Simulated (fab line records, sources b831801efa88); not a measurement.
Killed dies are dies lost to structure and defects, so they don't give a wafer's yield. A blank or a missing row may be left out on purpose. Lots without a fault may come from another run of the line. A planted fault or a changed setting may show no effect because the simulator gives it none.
Which tool did it? | flow sky130 | 11 lots, 33 wafers sampled, at 4 steps of a route of 708

WHAT THE GAUGES READ, wafer by wafer
SKY_SD_N_CD_MEAS_07: target cd 380 nm. Usual: cd_nm 380.2 nm, standard deviation 1.9.
lot  | measured     | on        | cd_nm (nm)        | flag
L767 | day 27 17:29 | cd_sem-01 | 380.9 383.2 383.8 |
L768 | day 28 05:53 | cd_sem-02 | 380.6 380.1 379.3 |
L771 | day 28 20:44 | cd_sem-02 | 381.9 380.5 381.6 |
L772 | day 29 10:28 | cd_sem-02 | 380.3 379.9 379.8 |
L774 | day 30 06:21 | cd_sem-02 | 381.3 383.2 381.8 |
L775 | day 30 22:14 | cd_sem-02 | 378.8 378.4 379.0 |
L776 | day 30 20:48 | cd_sem-01 | 385.9 384.5 384.2 |
L785 | day 33 19:40 | cd_sem-01 | 379.2 380.9 380.3 |
L786 | day 34 08:49 | cd_sem-01 | 381.5 378.9 380.5 |
L787 | day 34 16:12 | cd_sem-02 | 381.8 381.0 377.8 |
L788 | day 34 16:50 | cd_sem-02 | 379.6 378.1 381.8 |

WHICH TOOL RAN EACH LOT (tool, then ch and the chambers of the sampled wafers, then the start)
lot  | SKY_FIELD_ISO_STRIP_16              | SKY_FIELD_ISO_ETCH_17           | SKY_GATE_OXIDE_OXIDATION_16
L767 | plasma_asher-04 ch 0,1, day 2 03:56 | rie_si-02 ch 0,1,2, day 2 04:02 | furnace-02 ch 0, day 13 22:09
L768 | plasma_asher-04 ch 0,1, day 2 12:49 | rie_si-02 ch 0,1,3, day 2 12:53 | furnace-01 ch 0, day 14 05:54
L771 | plasma_asher-01 ch 0,1, day 3 04:55 | rie_si-01 ch 0,1,2, day 3 05:01 | furnace-01 ch 0, day 14 20:53
L772 | plasma_asher-01 ch 0,1, day 3 08:51 | rie_si-01 ch 1,2, day 3 08:57   | furnace-01 ch 0, day 15 12:35
L774 | plasma_asher-04 ch 0,1, day 3 16:59 | rie_si-01 ch 0,1, day 3 17:03   | furnace-01 ch 0, day 16 07:40
L775 | plasma_asher-01 ch 0,1, day 3 22:55 | rie_si-01 ch 0,2,3, day 3 23:01 | furnace-01 ch 0, day 16 20:49
L776 | plasma_asher-02 ch 0,1, day 4 03:15 | rie_si-02 ch 0,1,2, day 4 03:21 | furnace-01 ch 0, day 16 19:17
L785 | plasma_asher-02 ch 0,1, day 6 03:01 | rie_si-01 ch 1,2,3, day 6 03:07 | furnace-01 ch 0, day 20 00:37
L786 | plasma_asher-02 ch 0,1, day 6 14:20 | rie_si-02 ch 0,1, day 6 14:26   | furnace-01 ch 0, day 20 18:30
L787 | plasma_asher-01 ch 0,1, day 6 18:52 | rie_si-01 ch 1,2, day 6 18:56   | furnace-01 ch 0, day 21 04:01
L788 | plasma_asher-02 ch 0,1, day 6 21:47 | rie_si-02 ch 1,2, day 6 21:52   | furnace-01 ch 0, day 21 05:32
- SKY_FIELD_ISO_STRIP_16: strips in O2/N2.
- SKY_FIELD_ISO_ETCH_17: etches Si in HBr/Cl2/O2, target depth 342 nm, time 97.7 s.
- SKY_GATE_OXIDE_OXIDATION_16: stabilise 600 s, purge 300 s, target thk 3.57 nm.

WHAT THE TOOLS THEMSELVES READ (means of the sampled wafers that have a number; where no wafer has one, the mark that the record gives instead)
SKY_FIELD_ISO_STRIP_16. Usual: drypump_motor_current_A 5.6 A, standard deviation 0.54; o2_flow_sccm 2999 sccm, standard deviation 8.9; oes_product_au 0.377 a.u., standard deviation 0.0045; strip_time_to_endpoint_s 3.542 s, standard deviation 0.029.
lot  | tool            | drypump_motor_current_A (A) | o2_flow_sccm (sccm) | oes_product_au (a.u.) | strip_time_to_endpoint_s (s) | flag
L767 | plasma_asher-04 | 5.6                         | 2990                | 0.383                 | 3.581                        |
L768 | plasma_asher-04 | 5.7                         | 3001                | 0.378                 | 3.543                        |
L771 | plasma_asher-01 | 5.6                         | 2999                | 0.380                 | 3.548                        |
L772 | plasma_asher-01 | 5.6                         | 3000                | 0.373                 | 3.563                        |
L774 | plasma_asher-04 | 5.8                         | 3008                | 0.378                 | 3.551                        |
L775 | plasma_asher-01 | 5.4                         | 3001                | 0.380                 | 3.560                        |
L776 | plasma_asher-02 | 5.9                         | 3005                | 0.378                 | 3.539                        |
L785 | plasma_asher-02 | 5.3                         | 2985                | 0.378                 | 3.531                        |
L786 | plasma_asher-02 | 5.9                         | 2998                | 0.379                 | 3.518                        |
L787 | plasma_asher-01 | 5.4                         | 2999                | 0.379                 | 3.530                        |
L788 | plasma_asher-02 | 5.9                         | 3008                | 0.378                 | 3.571                        |

SKY_FIELD_ISO_ETCH_17. Usual: drypump_motor_current_A 5.5 A, standard deviation 0.44; mfc_cl2_sccm 40.01 sccm, standard deviation 0.13; oes_product_au 1.001 a.u., standard deviation 0.0077; throttle_valve_pct 25.656 %, standard deviation 0.0098.
lot  | tool      | drypump_motor_current_A (A) | mfc_cl2_sccm (sccm) | oes_product_au (a.u.) | throttle_valve_pct (%) | flag
L767 | rie_si-02 | 5.5                         | 39.90               | 1.004                 | 25.648                 |
L768 | rie_si-02 | 5.8                         | 39.96               | 1.002                 | 25.646                 |
L771 | rie_si-01 | 5.4                         | 40.02               | 1.004                 | 25.656                 |
L772 | rie_si-01 | 5.7                         | 40.04               | 1.009                 | 25.658                 |
L774 | rie_si-01 | 5.0                         | 40.06               | 1.006                 | 25.658                 |
L775 | rie_si-01 | 5.6                         | 39.96               | 0.998                 | 25.651                 |
L776 | rie_si-02 | 5.5                         | 40.06               | 1.000                 | 25.652                 |
L785 | rie_si-01 | 5.5                         | 39.98               | 0.996                 | 25.663                 |
L786 | rie_si-02 | 5.7                         | 39.92               | 0.997                 | 25.655                 |
L787 | rie_si-01 | 5.7                         | 40.08               | 1.001                 | 25.660                 |
L788 | rie_si-02 | 5.3                         | 39.96               | 0.997                 | 25.659                 |

SKY_GATE_OXIDE_OXIDATION_16. Usual: spike_tc_bottom_C 820.3 C, standard deviation 0.93; spike_tc_centre_C 800.2 C, standard deviation 1; spike_tc_lower_C 801.9 C, standard deviation 1.9; zone_power_bottom_pct 21.1 %, standard deviation 0.46; zone_power_centre_pct 14.18 %, standard deviation 0.14; zone_power_lower_pct 14.4 %, standard deviation 0.35; zone_power_top_pct 31.7 %, standard deviation 1.7.
lot  | tool       | spike_tc_bottom_C (C) | spike_tc_centre_C (C) | spike_tc_lower_C (C) | zone_power_bottom_pct (%) | zone_power_centre_pct (%) | zone_power_lower_pct (%) | zone_power_top_pct (%) | flag
L767 | furnace-02 | 820.7                 | 801.8                 | 799.2                | 20.6                      | 14.13                     | 15.0                     | 33.7                   |
L768 | furnace-01 | 819.8                 | 799.9                 | 803.3                | 21.6                      | 14.10                     | 14.4                     | 30.3                   |
L771 | furnace-01 | 819.9                 | 800.6                 | 802.8                | 21.6                      | 14.27                     | 14.3                     | 30.5                   |
L772 | furnace-01 | 819.8                 | 799.4                 | 802.3                | 21.5                      | 14.26                     | 14.3                     | 30.6                   |
L774 | furnace-01 | 819.7                 | 800.0                 | 802.7                | 21.5                      | 14.18                     | 14.3                     | 30.7                   |
L775 | furnace-01 | 812.6                 | 794.8                 | 846.2                | 16.2                      | 8.14                      | 27.7                     | 30.3                   | OFF
L776 | furnace-01 | 814.2                 | 794.3                 | 846.1                | 16.2                      | 8.21                      | 27.9                     | 30.7                   | OFF
L785 | furnace-01 | 821.0                 | 800.4                 | 803.9                | 21.5                      | 14.15                     | 14.2                     | 30.7                   |
L786 | furnace-01 | 820.4                 | 800.3                 | 803.5                | 21.5                      | 14.31                     | 14.2                     | 30.7                   |
L787 | furnace-01 | 820.2                 | 800.8                 | 802.6                | 21.3                      | 14.18                     | 14.4                     | 30.7                   |
L788 | furnace-01 | 820.0                 | 800.1                 | 802.7                | 21.4                      | 14.21                     | 14.3                     | 30.5                   |

THE ANSWER, worked out from the rows above alone
Rule: a lot is off if the mean of its wafers that have a number lies more than 3 standard deviations from the usual mean. A lot without any number at a reading at which 4 lots or more have one is off too. The other lots that the step has rows for count as sound. The gauges are gone through in route order, then the tools' own readings, and for those a lot's mean is taken as printed above. The first step at which some lot is off is used, and at that step the reading that is off furthest; a lot without a number counts as furthest.
Off: L775, L776, at SKY_GATE_OXIDE_OXIDATION_16 (zone_power_centre_pct).
A tool fits if, at that step or a process step before it, it ran every lot that is off, and no sound lot after the first of them. None of those tried fits.

WHAT THE SIMULATOR HAD PUT IN
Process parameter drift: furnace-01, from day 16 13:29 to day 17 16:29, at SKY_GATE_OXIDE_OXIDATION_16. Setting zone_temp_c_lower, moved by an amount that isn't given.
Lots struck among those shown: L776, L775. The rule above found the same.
